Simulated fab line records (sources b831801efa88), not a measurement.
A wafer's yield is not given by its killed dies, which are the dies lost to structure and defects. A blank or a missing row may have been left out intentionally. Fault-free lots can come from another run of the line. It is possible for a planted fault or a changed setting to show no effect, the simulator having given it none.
Which tool did it?    flow sky130    33 wafers from 11 lots sampled at 5 of the route's 708 steps

== WHAT THE GAUGES READ, wafer by wafer ==
SKY_VIA2_THK_MEAS_01. Usual: VIA2_HDPCVD_THK 1185 nm, standard deviation 9.3.
lot   measured      on             VIA2_HDPCVD_THK (nm)  flag
L125  day 35 03:38  film_metro-01  1189 1185 1181        
L126  day 35 06:21  film_metro-01  1172 1170 1183        
L128  day 36 07:20  film_metro-02  1207 1203 1192        
L133  day 37 16:48  film_metro-02  1248 1185 1188        
L141  day 40 08:55  film_metro-03  1180 1191 1190        
L142  day 40 13:22  film_metro-03  1187 1195 1168        
L143  day 40 19:33  film_metro-02  1185 1171 1179        
L144  day 40 23:27  film_metro-01  1190 1167 1190        
L146  day 41 13:26  film_metro-01  1187 1189 1178        
L147  day 42 16:35  film_metro-02  1197 1185 1186        
L148  day 42 17:37  film_metro-02  1200 1199 1185        

== WHAT TOOL EACH LOT RAN ON (gives the tool, then ch and the chambers of the sampled wafers, and finally the start) ==
lot   SKY_METAL1_ETCH_18                 SKY_VIA1_STRIP_16                     SKY_VIA1_SPUTTER_20           SKY_VIA2_HDPCVD_00
L125  rie_metal-02 ch 0,1, day 32 19:26  plasma_asher-04 ch 0,1, day 33 23:06  pvd_sputter-01, day 33 23:41  hdpcvd-02 ch 1,2, day 35 03:29
L126  rie_metal-04 ch 0,1, day 32 21:54  plasma_asher-04 ch 0,1, day 34 01:52  pvd_sputter-02, day 34 02:26  hdpcvd-01 ch 0,1,2, day 35 06:15
L128  rie_metal-03 ch 0,1, day 33 23:13  plasma_asher-04 ch 0,1, day 35 02:41  pvd_sputter-03, day 35 03:21  hdpcvd-02 ch 0,1, day 36 07:13
L133  rie_metal-04 ch 0,1, day 35 09:11  plasma_asher-03 ch 0,1, day 36 12:55  pvd_sputter-02, day 36 13:29  hdpcvd-02 ch 0,1,2, day 37 16:43
L141  rie_metal-02 ch 0,1, day 38 01:47  plasma_asher-04 ch 0,1, day 39 05:06  pvd_sputter-02, day 39 05:41  hdpcvd-01 ch 0,2, day 40 08:46
L142  rie_metal-04 ch 0,1, day 38 08:17  plasma_asher-04 ch 0,1, day 39 10:44  pvd_sputter-02, day 39 11:22  hdpcvd-02 ch 0,2, day 40 13:14
L143  rie_metal-02 ch 1, day 38 14:31    plasma_asher-01 ch 0,1, day 39 16:49  pvd_sputter-03, day 39 17:27  hdpcvd-01 ch 0,2, day 40 19:26
L144  rie_metal-02 ch 0,1, day 38 18:05  plasma_asher-03 ch 0,1, day 39 20:25  pvd_sputter-03, day 39 21:03  hdpcvd-01 ch 1,2, day 40 23:19
L146  rie_metal-03 ch 0,1, day 39 09:16  plasma_asher-03 ch 0,1, day 40 10:34  pvd_sputter-01, day 40 11:12  hdpcvd-01 ch 1,2, day 41 13:17
L147  rie_metal-02 ch 0,1, day 40 13:25  plasma_asher-03 ch 0,1, day 41 14:50  pvd_sputter-03, day 41 15:26  hdpcvd-02 ch 1,2, day 42 16:27
L148  rie_metal-04 ch 0,1, day 40 14:13  plasma_asher-03 ch 0,1, day 41 15:46  pvd_sputter-02, day 41 16:22  hdpcvd-01 ch 0,1, day 42 17:29
- SKY_METAL1_ETCH_18: etches BARC in N2/H2, stops on SiO2, time 45.9 s, target depth 60 nm.
- SKY_VIA1_STRIP_16: strips in O2/N2.
- SKY_VIA1_SPUTTER_20: material TiN, target thk 20 nm, time 80 s.
- SKY_VIA2_HDPCVD_00: deposits SiO2, target thk 1180 nm, time 196.7 s.

== AS READ BY THE TOOLS THEMSELVES (means over the sampled wafers that have a number; for cases with no such wafer, the mark the record gives instead) ==
SKY_METAL1_ETCH_18. Usual: drypump_motor_current_A 5.5 A, standard deviation 0.43; h2_flow_sccm 200.0 sccm, standard deviation 0.57; oes_product_au 0.850 a.u., standard deviation 0.0047; throttle_valve_pct 13.223 %, standard deviation 0.0098.
lot   tool          drypump_motor_current_A (A)  h2_flow_sccm (sccm)  oes_product_au (a.u.)  throttle_valve_pct (%)  flag
L125  rie_metal-02  5.1                          200.4                0.848                  13.224                  
L126  rie_metal-04  5.8                          199.9                0.849                  13.224                  
L128  rie_metal-03  6.0                          199.8                0.852                  13.226                  
L133  rie_metal-04  5.8                          199.9                0.850                  13.232                  
L141  rie_metal-02  5.1                          200.0                0.848                  13.231                  
L142  rie_metal-04  5.8                          200.6                0.848                  13.236                  
L143  rie_metal-02  5.0                          200.4                0.847                  13.214                  
L144  rie_metal-02  5.1                          200.5                0.849                  13.212                  
L146  rie_metal-03  6.1                          200.2                0.847                  13.223                  
L147  rie_metal-02  5.1                          199.5                0.846                  13.216                  
L148  rie_metal-04  5.7                          199.8                0.841                  13.224                  

SKY_VIA1_STRIP_16. Usual: drypump_motor_current_A 5.80 A, standard deviation 0.29; oes_product_au 0.415 a.u., standard deviation 0.0043; strip_time_to_endpoint_s 4.454 s, standard deviation 0.021.
lot   tool             drypump_motor_current_A (A)  oes_product_au (a.u.)  strip_time_to_endpoint_s (s)  flag
L125  plasma_asher-04  5.72                         0.414                  4.433                         
L126  plasma_asher-04  5.74                         0.412                  4.446                         
L128  plasma_asher-04  5.75                         0.413                  4.452                         
L133  plasma_asher-03  5.70                         0.418                  4.447                         
L141  plasma_asher-04  5.71                         0.413                  4.468                         
L142  plasma_asher-04  5.72                         0.415                  4.443                         
L143  plasma_asher-01  6.34                         0.417                  4.469                         
L144  plasma_asher-03  5.66                         0.414                  4.440                         
L146  plasma_asher-03  5.68                         0.416                  4.448                         
L147  plasma_asher-03  5.69                         0.415                  4.456                         
L148  plasma_asher-03  5.69                         0.420                  4.460                         

SKY_VIA1_SPUTTER_20. Usual: chamber_pressure_pa 5.002 Pa, standard deviation 0.01; throttle_valve_pct 30.2 %, standard deviation 1.
lot   tool            chamber_pressure_pa (Pa)  throttle_valve_pct (%)  flag
L125  pvd_sputter-01  5.003                     29.8                    
L126  pvd_sputter-02  5.000                     30.8                    
L128  pvd_sputter-03  5.002                     30.0                    
L133  pvd_sputter-02  5.000                     30.3                    
L141  pvd_sputter-02  5.004                     29.7                    
L142  pvd_sputter-02  5.001                     29.8                    
L143  pvd_sputter-03  5.002                     30.2                    
L144  pvd_sputter-03  5.007                     30.1                    
L146  pvd_sputter-01  5.006                     30.1                    
L147  pvd_sputter-03  5.009                     30.0                    
L148  pvd_sputter-02  4.998                     29.9                    

SKY_VIA2_HDPCVD_00. Usual: run_length_s 225.1 s, standard deviation 0.46.
lot   tool       run_length_s (s)  flag
L125  hdpcvd-02  225.0             
L126  hdpcvd-01  225.2             
L128  hdpcvd-02  224.6             
L133  hdpcvd-02  228.8             OFF
L141  hdpcvd-01  225.5             
L142  hdpcvd-02  224.9             
L143  hdpcvd-01  225.5             
L144  hdpcvd-01  225.8             
L146  hdpcvd-01  225.5             
L147  hdpcvd-02  225.1             
L148  hdpcvd-01  224.9             

== THE ANSWER, worked out from the rows above alone ==
Rule: take the mean of a lot's wafers that have a number; if it is more than 3 standard deviations from the usual mean, the lot is off. A lot without any number at a reading at which 4 lots or more have one is off too. Where the step has rows for the other lots, those lots are counted as sound. First the gauges in route order, then the tools' own readings, where a lot's mean is used as printed above. The first step at which some lot is off is used, and at that step the reading that is off furthest; a lot without a number counts as furthest.
Off at SKY_VIA2_HDPCVD_00 (run_length_s): L133.
A tool fits if, at that step or a process step before it, it ran every lot that is off, and no sound lot after the first of them. None of those tried fits.

== WHAT WAS PUT IN BY THE SIMULATOR ==
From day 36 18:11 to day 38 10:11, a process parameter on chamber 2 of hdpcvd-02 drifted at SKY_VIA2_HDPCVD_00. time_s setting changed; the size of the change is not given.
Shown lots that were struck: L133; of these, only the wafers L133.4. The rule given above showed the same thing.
